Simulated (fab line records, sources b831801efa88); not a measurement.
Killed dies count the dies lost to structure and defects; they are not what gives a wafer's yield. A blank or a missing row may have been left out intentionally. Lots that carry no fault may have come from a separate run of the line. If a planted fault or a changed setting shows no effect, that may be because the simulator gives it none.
Comparing a struck lot with a sound one || flow sky130 || 17 steps out of a route of 708
Sound: wafers L629.1, L629.2, L629.6. Struck: wafer L636.3 (L636.2, L636.4, from the same lot, were not struck and are left out); the cause is given at the end.
Each step with rows lists, per side, the tool, then ch with its chambers, then its first start. Under that, the readings that differ: sound wafers || struck wafers || difference of the means || sigmas: that difference in standard deviations of wafers without a fault.
alike: a reading whose means differ by less than 2 such deviations, as well as words and numbers matching on both sides. not compared: withheld readings; readings where some wafer has no value; bounds like >300 that might hide an equal value; numbers whose values overlap and for which the record gives no deviation.
The two part at a step that has a row with sigmas, a row that says differs or no value, or rows on one side only. Non-overlapping numbers with no deviation appear without sigmas and do not part them. A reading missing from all wafers of one side parts the sides only when that side holds two or more wafers.

first, 9 steps without rows for these wafers: SKY_CAP2M_CLEAN_17 (cleans in O3/DIW); SKY_METAL4_DEHYDRATE_05 (time 60 s); SKY_METAL4_HMDS_06 (prime time 60 s); SKY_METAL4_COAT_07 (resist thk 60 nm); SKY_METAL4_COAT_08 (resist thk 1140 nm); SKY_METAL4_SOFTBAKE_09 (time 90 s); SKY_METAL4_EXPOSE_10 (exposes mask MM4, target cd 300 nm); SKY_METAL4_PEB_11; SKY_METAL4_DEVELOP_12 (develop time 60 s).
SKY_METAL4_CD_MEAS_13: the cd target is 300 nm.
  sound on cdSem-02 at day 45 15:22; struck on cdSem-01 at day 47 04:02
{"reading": "cdNm (nm)", "sound": "298.4 297.5 298.1", "struck": 301.4, "difference": "+3.4", "sigmas": "+2"}
SKY_METAL4_OVL_MEAS_14:
  sound on overlay-01 at day 45 15:29; struck on overlay-01 at day 47 04:08
  alike: METAL4_OVL
SKY_METAL4_DESCUM_15: chemistry O2, time 8 s.
  sound on rieMetal-01 ch 0,1, day 45 15:32; struck on rieMetal-01 ch 1, day 47 04:10
  alike: drypumpMotorCurrentA, oesProductAu
  not compared: rfHoursCounterH
SKY_METAL4_ETCH_16: etches BARC in N2/H2, stops on SiO2, time 88.2 s, target depth 60 nm.
  sound on rieMetal-01 ch 0,1, day 45 15:34; struck on rieMetal-01 ch 1, day 47 04:11
{"reading": "oesProductAu (a.u.)", "sound": "0.632 0.636 0.632", "struck": 0.624, "difference": -0.009, "sigmas": -2}
{"reading": "model.KrF-thick_of_METAL4_COAT_08.thkNm (nm)", "sound": "1077 1077 1077", "struck": 1096, "difference": "+19", "sigmas": ""}
{"reading": "model.METAL4.cdNm (nm)", "sound": "299.2 297 297.6", "struck": 307.5, "difference": "+9.6", "sigmas": ""}
  alike: biasW, drypumpMotorCurrentA, n2FlowSccm, throttleValvePct
  not compared: rfHoursCounterH
SKY_METAL4_ETCH_17: etches SiO2 in C4F8/O2/Ar, stops on TiN, time 3.9 s, target depth 15 nm.
  sound on rieDiel-01 ch 2,3, day 45 15:40; struck on rieDiel-02 ch 2, day 47 04:17
  alike: biasW, oesProductAu
  not compared: rfHoursCounterH
SKY_METAL4_METAL_ETCH_18: etches the open film in Cl2/BCl3, stops on SiO2, target depth 845 nm, time 183.1 s.
  sound on rieMetal-03 ch 0,1, day 45 15:40; struck on rieMetal-03 ch 1, day 47 04:19
{"reading": "model.KrF-thick_of_METAL4_COAT_08.thkNm (nm)", "sound": "522.4 520.8 517.5", "struck": 539.6, "difference": "+19.4", "sigmas": ""}
{"reading": "model.METAL4.cdNm (nm)", "sound": "298 290 291.6", "struck": 306.2, "difference": "+13.0", "sigmas": ""}
  alike: biasW, drypumpMotorCurrentA, oesProductAu, throttleValvePct
  not compared: rfHoursCounterH
SKY_METAL4_STRIP_19: strips in O2/N2.
  sound on plasmaAsher-01 ch 0,1, day 45 15:51; struck on plasmaAsher-01 ch 1, day 47 04:29
{"reading": "oesProductAu (a.u.)", "sound": "0.497 0.504 0.499", "struck": 0.522, "difference": "+0.022", "sigmas": "+4"}
{"reading": "stripTimeToEndpointS (s)", "sound": "6.49 6.49 6.44", "struck": 6.67, "difference": "+0.20", "sigmas": "+3"}
  alike: drypumpMotorCurrentA, n2FlowSccm
  not compared: rfHoursCounterH
next, for these wafers, 1 step has no rows: SKY_PAD_OPEN_PROBE_99.

== WHERE THEY PART ==
First at SKY_METAL4_CD_MEAS_13; last, within this record, at SKY_METAL4_STRIP_19.

WHY: the cause the simulator had injected
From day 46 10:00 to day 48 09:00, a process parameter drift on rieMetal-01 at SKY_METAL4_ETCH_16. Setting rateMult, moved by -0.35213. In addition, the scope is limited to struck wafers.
